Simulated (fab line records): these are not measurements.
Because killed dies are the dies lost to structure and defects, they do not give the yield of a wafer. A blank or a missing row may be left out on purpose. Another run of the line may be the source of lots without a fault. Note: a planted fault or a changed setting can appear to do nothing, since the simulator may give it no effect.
Chamber matching / flow sky130 / SKY_VIA4_CMP_02 on cmp-02 has 4 sister chambers
The step polishes SiO2. 14 wafers are shown with their chamber, then 7 later ones without.

## WAFERS WITH THEIR CHAMBER
wafer=L192.1; chamber=2; motor_current_A (A)=12.1
wafer=L192.2; chamber=1; motor_current_A (A)=11.3
wafer=L192.4; chamber=0; motor_current_A (A)=13.7
wafer=L196.2; chamber=1; motor_current_A (A)=11.8
wafer=L196.4; chamber=0; motor_current_A (A)=13.0
wafer=L196.6; chamber=3; motor_current_A (A)=10.8
wafer=L198.1; chamber=0; motor_current_A (A)=12.2
wafer=L198.3; chamber=2; motor_current_A (A)=11.9
wafer=L198.4; chamber=3; motor_current_A (A)=10.7
wafer=L202.1; chamber=1; motor_current_A (A)=11.3
wafer=L202.3; chamber=2; motor_current_A (A)=11.1
wafer=L202.4; chamber=0; motor_current_A (A)=13.0
wafer=L203.3; chamber=3; motor_current_A (A)=11.1
wafer=L203.5; chamber=1; motor_current_A (A)=11.1

SIGNATURES (means of the wafers above)
reading=motor_current_A; chamber 0=12.975; chamber 1=11.375; chamber 2=11.700; chamber 3=10.867; scatter within a chamber=0.452
Rule: a wafer's distance from a chamber is the root of the sum, over the readings, of the square of ((its reading less the chamber's mean) divided by the reading's scatter). If the next closest chamber is less than 2 further off than the closest, the wafer can't be placed; otherwise it belongs to the closest. How the scatter is found: for the shown wafers, subtract from each reading the mean of its chamber, square and add these, divide the total by (wafers less chambers), then take the root.

## WAFERS WITHOUT THEIR CHAMBER
wafer=L203.6; motor_current_A (A)=12.0
wafer=L208.1; motor_current_A (A)=11.5
wafer=L208.4; motor_current_A (A)=12.7
wafer=L208.6; motor_current_A (A)=11.5
wafer=L210.2; motor_current_A (A)=13.6
wafer=L210.5; motor_current_A (A)=13.3
wafer=L210.6; motor_current_A (A)=11.8

## WHICH CHAMBER EACH ONE RAN IN
wafer=L203.6; from the rows above=can't be placed: 2 or 1 or 0 or 3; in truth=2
wafer=L208.1; from the rows above=can't be placed: 1 or 2 or 3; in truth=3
wafer=L208.4; from the rows above=can't be placed: 0 or 2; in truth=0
wafer=L208.6; from the rows above=can't be placed: 1 or 2 or 3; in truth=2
wafer=L210.2; from the rows above=0; in truth=0
wafer=L210.5; from the rows above=0; in truth=0
wafer=L210.6; from the rows above=can't be placed: 2 or 1 or 3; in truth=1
Correctly placed: 2 of 7. Unplaceable from these rows: 5, with the true chamber sitting among the candidates in 5. Placed wrongly: 0.
